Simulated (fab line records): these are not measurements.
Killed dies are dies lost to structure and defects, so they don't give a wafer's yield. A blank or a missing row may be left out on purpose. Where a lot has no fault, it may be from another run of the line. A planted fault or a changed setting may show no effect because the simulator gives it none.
fab line records	flow sky130
record: lots: 15	wafers: 45	last-day: 49
route steps=708 shown NWELL@67 SD_N@350 CONTACT@423 VIA1@461
lots that met no fault: from a run of the same line without faults
start-h: hours from the record's opening day to when the first of the lot's shown wafers began	wait-h: hours since the lot's step before	" unchanged from the row above	L1.1+2: a single row standing in for several wafers	- either no value or no given start	* or withheld: withheld	< > ~ a bound
route shown NAME@n: names a module that has steps shown in the file, with the first one's number in the route	usual: mean/standard deviation taken from wafers without a fault	same: alike in all rows	chamber/n: place in a boat	sites: the reading at each site	_std_site: standard deviation across them	_edge_site: inner sites' mean taken away from outer sites' mean	radius-mm: how far each site lies from the wafer's centre	mask NAME#n: copy n	behind: the tool/chamber that last shaped the wafer	hold: cause of the lot's hold/its duration in hours/its outcome	device: the n, p or np transistor that did not switch	end of line: the tests these same wafers got at the end of their route	for a step that has no rows: nothing shown but its recipe	killed: the dies lost at the first sort to structure and to defects; this is not the yield of the wafer	map: a wafer's dies, x killed, . not, _ none there
set.NAME: the run value of the setting; set.NAME@STEP: its run value at that earlier step	model.NAME: the simulator's own value behind a step, which no gauge read
route steps across a sampled set of lots; one table per step, one row per wafer
services: from which hour (start-h, from the record's first day; less than 0 if before it) a tool's chamber was out of use, for how many hours, and why
== steps ==
step: SKY_NWELL_STRIP_14
recipe: chemistry: O2/N2	power-w: 1400	pressure-mtorr: 1500	platen-temp-c: withheld	o2-flow-sccm: 3000	n2-flow-sccm: 300	overash-fraction: 0.5
usual: chamber-pressure-mTorr: 1499.9/1.4	drypump-motor-current-A: 5.6/0.44	oes-product-au: 0.723/0.005	strip-time-to-endpoint-s: 36.97/0.12
lot.wafer	tool	chamber	start-h	wait-h	chamber-pressure-mTorr	drypump-motor-current-A	oes-product-au	rf-hours-counter-h	strip-time-to-endpoint-s
L264.2	plasma-asher-03	0	85.64	0.1	1498.3	6.0	0.730	27	37.07
L264.5	"	0	"	"	1499.7	6.1	0.735	-	36.96
L264.6	"	1	"	"	1498.7	5.5	0.721	-	36.99
L265.1	plasma-asher-03	0	88.59	0.1	1499.8	6.1	0.719	27	37.04
L265.2	"	1	"	"	1499.6	5.5	0.733	27	36.92
L265.3	"	0	"	"	1500.3	6.1	0.726	-	36.97
L266.3	plasma-asher-04	0	93.23	0.1	1499.0	5.2	0.725	-	37.04
L266.4	"	1	"	"	1501.0	4.7	0.722	-	37.04
L266.5	"	0	"	"	1501.3	5.2	0.724	-	37.05
L267.1	plasma-asher-01	0	100.29	0.1	1499.5	5.4	0.716	37	36.93
L267.3	"	0	"	"	1497.6	5.5	0.712	-	37.01
L267.4	"	1	"	"	1498.2	6.0	0.723	-	36.86
L271.1	plasma-asher-04	0	125.74	0.1	-	-	-	-	-
L271.2	"	1	"	"	-	-	-	-	-
L271.5	"	0	"	"	-	-	-	-	-
L272.1	plasma-asher-01	0	145.55	0.1	-	-	-	-	-
L272.4	"	1	"	"	-	-	-	-	-
L272.6	"	0	"	"	-	-	-	-	-
L274.2	plasma-asher-01	0	147.70	0.1	-	-	-	-	-
L274.3	"	1	"	"	-	-	-	-	-
L274.6	"	1	"	"	-	-	-	-	-
L273.1	plasma-asher-04	1	147.99	0.1	1499.7	4.7	0.722	3	36.91
L273.3	"	1	"	"	1499.2	4.7	0.722	-	36.88
L273.5	"	0	"	"	1500.7	5.2	0.725	-	36.93
L275.1	plasma-asher-04	0	148.15	0.1	1502.8	5.2	0.722	3	36.97
L275.4	"	1	"	"	1501.2	4.7	0.724	-	36.98
L275.6	"	0	"	"	1499.5	5.2	0.725	-	37.07
L276.2	plasma-asher-01	0	157.09	0.1	1498.6	5.4	0.725	43	37.20
L276.3	"	0	"	"	1498.1	5.4	0.725	-	37.11
L276.6	"	1	"	"	1500.3	6.0	0.731	-	37.19
L277.3	plasma-asher-03	1	160.02	0.1	1499.0	5.5	0.723	-	36.88
L277.4	"	0	"	"	1499.4	6.1	0.726	-	36.97
L277.6	"	0	"	"	1501.1	6.0	0.733	-	36.85
L280.1	plasma-asher-01	0	178.99	0.1	1502.0	5.4	0.725	46	36.87
L280.3	"	0	"	"	1499.8	5.5	0.719	-	36.95
L280.5	"	1	"	"	1502.0	6.0	0.720	-	36.89
L281.1	plasma-asher-04	0	183.65	0.1	1499.2	5.2	0.723	8	37.15
L281.2	"	1	"	"	1499.6	4.7	0.717	8	37.05
L281.5	"	1	"	"	1501.8	4.7	0.725	-	37.20
L283.1	plasma-asher-03	1	198.84	0.1	1501.1	5.5	0.718	38	36.78
L283.3	"	1	"	"	1499.3	5.5	0.729	-	36.76
L283.4	"	0	"	"	1500.5	6.0	0.727	-	37.01
L284.3	plasma-asher-01	0	200.58	0.1	1498.8	5.4	0.721	-	36.81
L284.4	"	1	"	"	1501.5	6.0	0.727	-	36.72
L284.6	"	0	"	"	1497.7	5.4	0.710	-	36.76
step: SKY_NWELL_STRIP_25
recipe: chemistry: O2/N2	power-w: 1400	pressure-mtorr: 1500	platen-temp-c: withheld	o2-flow-sccm: 3000	n2-flow-sccm: 300	overash-fraction: 0.5
usual: chamber-pressure-mTorr: 1500.1/1.3	drypump-motor-current-A: 5.6/0.42	oes-product-au: 0.723/0.0051	strip-time-to-endpoint-s: 36.90/0.1
lot.wafer	tool	chamber	start-h	wait-h	chamber-pressure-mTorr	drypump-motor-current-A	oes-product-au	rf-hours-counter-h	strip-time-to-endpoint-s
L264.2	plasma-asher-03	1	102.85	0.1	1499.8	5.5	0.721	27	36.82
L264.5	"	1	"	"	1500.6	5.5	0.726	-	36.91
L264.6	"	0	"	"	1499.2	6.1	0.724	-	36.89
L265.1	plasma-asher-03	1	105.14	0.1	1500.8	5.6	0.726	27	36.98
L265.2	"	0	"	"	1499.8	6.1	0.726	27	36.84
L265.3	"	1	"	"	1499.0	5.6	0.721	-	36.93
L266.3	plasma-asher-03	1	110.58	0.1	1499.0	5.5	0.727	-	36.73
L266.4	"	0	"	"	1500.9	6.0	0.718	-	36.89
L266.5	"	0	"	"	1501.7	6.0	0.720	-	36.84
L267.1	plasma-asher-03	0	117.44	0.1	1501.1	6.1	0.729	29	37.11
L267.3	"	1	"	"	1501.0	5.5	0.725	-	37.13
L267.4	"	0	"	"	1500.4	6.1	0.720	-	37.10
L271.1	plasma-asher-03	0	144.90	0.1	1498.5	6.1	0.739	32	81.17
L271.2	"	1	"	"	1498.7	5.5	0.736	32	81.09
L271.5	"	0	"	"	1499.0	6.1	0.735	-	81.33
L272.1	plasma-asher-04	0	165.60	0.1	1500.3	5.2	0.738	6	81.60
L272.4	"	0	"	"	1500.6	5.2	0.750	-	81.30
L272.6	"	1	"	"	1500.6	4.7	0.744	-	81.54
L274.2	plasma-asher-03	1	167.65	0.1	1498.3	5.6	0.739	35	81.48
L274.3	"	0	"	"	1499.1	6.1	0.740	-	81.25
L274.6	"	1	"	"	1501.5	5.5	0.742	-	81.48
L273.1	plasma-asher-03	1	167.99	0.1	1499.7	5.5	0.721	35	36.90
L273.3	"	1	"	"	1499.4	5.5	0.720	-	36.75
L273.5	"	0	"	"	1498.7	6.0	0.718	-	36.87
L275.1	plasma-asher-01	1	168.05	0.1	1501.2	6.0	0.722	45	36.89
L275.4	"	1	"	"	1502.5	6.0	0.725	-	36.85
L275.6	"	1	"	"	1500.0	6.0	0.737	-	36.96
L276.2	plasma-asher-01	0	177.55	0.1	1499.2	5.4	0.721	46	36.90
L276.3	"	0	"	"	1501.4	5.4	0.722	-	36.95
L276.6	"	1	"	"	1499.6	6.0	0.712	-	36.93
L277.3	plasma-asher-04	0	180.38	0.1	1499.7	5.2	0.727	-	36.91
L277.4	"	1	"	"	1497.4	4.7	0.728	-	36.87
L277.6	"	1	"	"	1500.8	4.7	0.720	-	36.92
L280.1	plasma-asher-04	1	199.90	0.1	1501.4	4.7	0.722	9	36.91
L280.3	"	1	"	"	1500.0	4.7	0.725	-	36.81
L280.5	"	0	"	"	1501.0	5.2	0.715	-	36.73
L281.1	plasma-asher-01	0	203.95	0.1	1503.1	5.4	0.710	48	36.75
L281.2	"	1	"	"	1499.7	6.0	0.724	48	36.78
L281.5	"	0	"	"	1498.3	5.4	0.721	-	36.78
L283.1	plasma-asher-01	1	221.19	0.1	1500.3	6.0	0.722	50	36.70
L283.3	"	0	"	"	1496.2	5.4	0.732	-	36.86
L283.4	"	1	"	"	1501.4	6.0	0.725	-	36.77
L284.3	plasma-asher-04	0	223.33	0.1	1499.0	5.2	0.722	-	36.85
L284.4	"	1	"	"	1500.2	4.8	0.721	-	36.87
L284.6	"	0	"	"	1502.7	5.2	0.724	-	36.86
step: SKY_NWELL_TW_MEAS_26
usual: NWELL_2_TW: 494/3.1
lot.wafer	tool	chamber	start-h	wait-h	NWELL_2_TW
L264.2	film-metro-01	-	102.96	0.1	494
L264.5	"	-	"	"	491
L264.6	"	-	"	"	488
L265.1	film-metro-02	-	105.24	0.1	495
L265.2	"	-	"	"	495
L265.3	"	-	"	"	496
L266.3	film-metro-04	-	110.67	0.1	490
L266.4	"	-	"	"	492
L266.5	"	-	"	"	492
L267.1	film-metro-04	-	117.54	0.1	490
L267.3	"	-	"	"	494
L267.4	"	-	"	"	492
L271.1	film-metro-01	-	145.00	0.1	30
L271.2	"	-	"	"	30
L271.5	"	-	"	"	30
L272.1	film-metro-04	-	165.70	0.1	30
L272.4	"	-	"	"	29
L272.6	"	-	"	"	29
L274.2	film-metro-04	-	167.76	0.1	30
L274.3	"	-	"	"	29
L274.6	"	-	"	"	29
L273.1	film-metro-01	-	168.09	0.1	497
L273.3	"	-	"	"	496
L273.5	"	-	"	"	498
L275.1	film-metro-04	-	168.15	0.1	492
L275.4	"	-	"	"	495
L275.6	"	-	"	"	490
L276.2	film-metro-04	-	177.66	0.1	493
L276.3	"	-	"	"	494
L276.6	"	-	"	"	494
L277.3	film-metro-01	-	180.47	0.1	496
L277.4	"	-	"	"	493
L277.6	"	-	"	"	493
L280.1	film-metro-04	-	200.00	0.1	492
L280.3	"	-	"	"	493
L280.5	"	-	"	"	494
L281.1	film-metro-02	-	204.05	0.1	499
L281.2	"	-	"	"	501
L281.5	"	-	"	"	498
L283.1	film-metro-01	-	221.29	0.1	495
L283.3	"	-	"	"	497
L283.4	"	-	"	"	496
L284.3	film-metro-01	-	223.42	0.1	495
L284.4	"	-	"	"	494
L284.6	"	-	"	"	495
step: SKY_SD_N_OVL_MEAS_08
usual: SD_N_OVL: 1.1/1.4
lot.wafer	tool	chamber	start-h	wait-h	SD_N_OVL[nm]
L264.2	overlay-01	-	635.83	0.1	-1.0
L264.5	"	-	"	"	-0.6
L264.6	"	-	"	"	0.1
L265.1	overlay-02	-	641.88	0.1	2.7
L265.2	"	-	"	"	1.4
L265.3	"	-	"	"	3.0
L266.3	overlay-01	-	653.99	0.1	0.1
L266.4	"	-	"	"	-1.1
L266.5	"	-	"	"	-0.2
L267.1	overlay-02	-	661.82	0.1	1.4
L267.3	"	-	"	"	2.6
L267.4	"	-	"	"	2.7
L271.1	overlay-01	-	701.77	0.1	-2.3
L271.2	"	-	"	"	-1.6
L271.5	"	-	"	"	-0.6
L272.1	overlay-02	-	726.45	0.1	0.9
L272.4	"	-	"	"	-1.0
L272.6	"	-	"	"	1.3
L275.1	overlay-02	-	734.43	0.1	1.8
L275.4	"	-	"	"	1.8
L275.6	"	-	"	"	1.9
L274.2	overlay-01	-	740.98	0.1	0.9
L274.3	"	-	"	"	-1.4
L274.6	"	-	"	"	-0.3
L273.1	overlay-02	-	742.23	0.1	1.7
L273.3	"	-	"	"	2.3
L273.5	"	-	"	"	1.6
L276.2	overlay-02	-	749.53	0.1	0.8
L276.3	"	-	"	"	0.9
L276.6	"	-	"	"	-0.4
L277.3	overlay-02	-	751.14	0.1	0.6
L277.4	"	-	"	"	1.1
L277.6	"	-	"	"	0.5
L280.1	overlay-02	-	774.57	0.1	0.4
L280.3	"	-	"	"	1.6
L280.5	"	-	"	"	-0.3
L281.1	overlay-02	-	778.03	0.1	-0.9
L281.2	"	-	"	"	0.0
L281.5	"	-	"	"	0.9
L283.1	overlay-02	-	799.02	0.1	0.2
L283.3	"	-	"	"	0.3
L283.4	"	-	"	"	2.1
L284.3	overlay-02	-	800.44	0.1	-0.1
L284.4	"	-	"	"	-1.7
L284.6	"	-	"	"	-0.9
step: SKY_CONTACT_ETCH_17
recipe: target: SiO2	chemistry: C4F8/O2/Ar	stop-on: Si3N4	mask-material: KrF-thick	source-w: 1500	bias-w: 1200	pressure-mtorr: 40	c4f8-flow-sccm: withheld	O2_flow_sccm: 6	Ar_flow_sccm: 300	time-s: withheld	target-depth-a: 3400
usual: oes-product-au: 0.891/0.0047
lot.wafer	tool	chamber	start-h	wait-h	oes-product-au
L264.2	rie-diel-01	0	726.41	0.0	0.885
L264.5	"	0	"	"	0.894
L264.6	"	1	"	"	0.890
L265.1	rie-diel-01	1	731.06	0.0	0.889
L265.2	"	3	"	"	0.898
L265.3	"	0	"	"	0.887
L266.3	rie-diel-01	3	743.11	0.0	0.893
L266.4	"	1	"	"	0.899
L266.5	"	3	"	"	0.901
L267.1	rie-diel-03	1	750.31	0.0	0.890
L267.3	"	0	"	"	0.890
L267.4	"	2	"	"	0.891
L271.1	rie-diel-01	1	789.41	0.0	0.891
L271.2	"	0	"	"	0.883
L271.5	"	3	"	"	0.895
L272.1	rie-diel-02	3	813.31	0.0	0.894
L272.4	"	0	"	"	0.892
L272.6	"	1	"	"	0.890
L275.1	rie-diel-02	1	820.82	0.0	0.899
L275.4	"	3	"	"	0.887
L275.6	"	2	"	"	0.887
L274.2	rie-diel-03	2	827.41	0.0	0.892
L274.3	"	3	"	"	0.886
L274.6	"	2	"	"	0.896
L273.1	rie-diel-01	2	828.66	0.0	0.894
L273.3	"	1	"	"	0.880
L273.5	"	2	"	"	0.899
L276.2	rie-diel-03	0	835.96	0.0	0.893
L276.3	"	3	"	"	0.885
L276.6	"	1	"	"	0.892
L277.3	rie-diel-03	0	837.51	0.0	0.886
L277.4	"	2	"	"	0.889
L277.6	"	2	"	"	0.892
L280.1	rie-diel-03	1	858.91	0.0	0.902
L280.3	"	3	"	"	0.890
L280.5	"	2	"	"	0.889
L281.1	rie-diel-03	2	863.02	0.0	0.892
L281.2	"	0	"	"	0.889
L281.5	"	0	"	"	0.899
L283.1	rie-diel-01	0	883.64	0.0	0.887
L283.3	"	0	"	"	0.891
L283.4	"	1	"	"	0.892
L284.3	rie-diel-02	3	883.91	0.0	0.888
L284.4	"	1	"	"	0.891
L284.6	"	2	"	"	0.895
step: SKY_VIA1_BOW_MEAS_03
recipe: mode: bow
usual: VIA1_BOW: 79/7.6
lot.wafer	tool	chamber	start-h	wait-h	VIA1_BOW[um]
L264.2	film-metro-03	-	757.42	0.2	78
L264.5	"	-	"	"	85
L264.6	"	-	"	"	81
L265.1	film-metro-03	-	762.45	0.1	81
L265.2	"	-	"	"	87
L265.3	"	-	"	"	86
L266.3	film-metro-02	-	774.38	0.3	68
L266.4	"	-	"	"	73
L266.5	"	-	"	"	98
L267.1	film-metro-01	-	781.13	0.2	70
L267.3	"	-	"	"	73
L267.4	"	-	"	"	80
L271.1	film-metro-02	-	818.94	0.2	69
L271.2	"	-	"	"	78
L271.5	"	-	"	"	82
L272.1	film-metro-01	-	842.91	0.1	67
L272.4	"	-	"	"	81
L272.6	"	-	"	"	86
L275.1	film-metro-01	-	850.39	0.3	73
L275.4	"	-	"	"	71
L275.6	"	-	"	"	67
L274.2	film-metro-03	-	857.40	0.2	85
L274.3	"	-	"	"	86
L274.6	"	-	"	"	90
L273.1	film-metro-03	-	858.34	0.1	87
L273.3	"	-	"	"	73
L273.5	"	-	"	"	79
L276.2	film-metro-03	-	866.22	0.3	79
L276.3	"	-	"	"	80
L276.6	"	-	"	"	79
L277.3	film-metro-02	-	867.51	0.2	84
L277.4	"	-	"	"	78
L277.6	"	-	"	"	85
L280.1	film-metro-02	-	888.61	0.1	67
L280.3	"	-	"	"	84
L280.5	"	-	"	"	70
L281.1	film-metro-03	-	891.73	0.1	81
L281.2	"	-	"	"	90
L281.5	"	-	"	"	90
L283.1	film-metro-03	-	911.90	0.2	71
L283.3	"	-	"	"	70
L283.4	"	-	"	"	73
L284.3	film-metro-02	-	912.15	0.2	92
L284.4	"	-	"	"	94
L284.6	"	-	"	"	95
== services ==
tool	chamber	start-h	hours	kind
plasma-asher-03	-	74.33	4.3	pm
rie-diel-01	-	75.92	4.3	pm
plasma-asher-03	-	90.21	12.5	repair
rie-diel-03	2	97.31	17.3	repair
plasma-asher-04	-	108.75	9.0	pm
plasma-asher-04	-	117.11	0.5	repair
rie-diel-01	-	141.07	0.4	repair
rie-diel-03	2	141.62	4.7	repair
plasma-asher-01	-	164.04	0.8	repair
rie-diel-01	-	258.28	0.5	repair
rie-diel-03	3	259.49	9.6	repair
rie-diel-01	1	287.59	18.3	repair
plasma-asher-03	-	306.46	2.3	repair
plasma-asher-03	-	320.00	4.3	repair
plasma-asher-04	-	330.72	1.5	repair
plasma-asher-04	-	417.88	3.2	repair
plasma-asher-03	-	585.14	5.2	repair
plasma-asher-03	-	633.32	2.1	repair
plasma-asher-04	-	660.52	18.9	pm
plasma-asher-03	-	701.20	5.6	repair
plasma-asher-03	-	728.41	1.7	repair
plasma-asher-01	-	733.75	9.0	pm
plasma-asher-01	-	765.42	0.5	repair
plasma-asher-03	-	881.01	1.7	repair
== key ==
first-sign: step: SKY_NWELL_STRIP_14	reading: tool-record	direction: missing
effect: step: SKY_NWELL_STRIP_25	reading: strip-time-to-endpoint-s	direction: up	sigmas: 99+	usual: *	struck: *
effect: step: SKY_NWELL_TW_MEAS_26	reading: NWELL_2_TW	direction: down	sigmas: 99+	usual: 494	struck: 30
met-at SKY_NWELL_STRIP_14
struck-lots L271,L272,L274
sort-left-out L271.1,L271.2,L271.5,L272.1,L272.4,L272.6,L274.2,L274.3,L274.6
tester-left-out L271,L272,L274
not-acting-at SKY_SD_N_OVL_MEAS_08,SKY_CONTACT_ETCH_17,SKY_VIA1_BOW_MEAS_03
onset-between 100.29 125.74
fault: kind: skipped-step-whole	tool: plasma-asher-01,plasma-asher-04	chamber: -	onset-h: 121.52	steps: SKY_NWELL_STRIP_14	scope: struck-lots-only
tester-left-out: of these lots the tester's yield and bins aren't shown, on N5 and GAA mostly nor the transistor test; their killed dies are dies lost to structure and defects alone, not to doping, threshold or leakage, so they don't give the yield
sort-left-out: the simulated sort isn't trusted on such a fault, so these wafers' sort isn't shown, and their yield isn't known
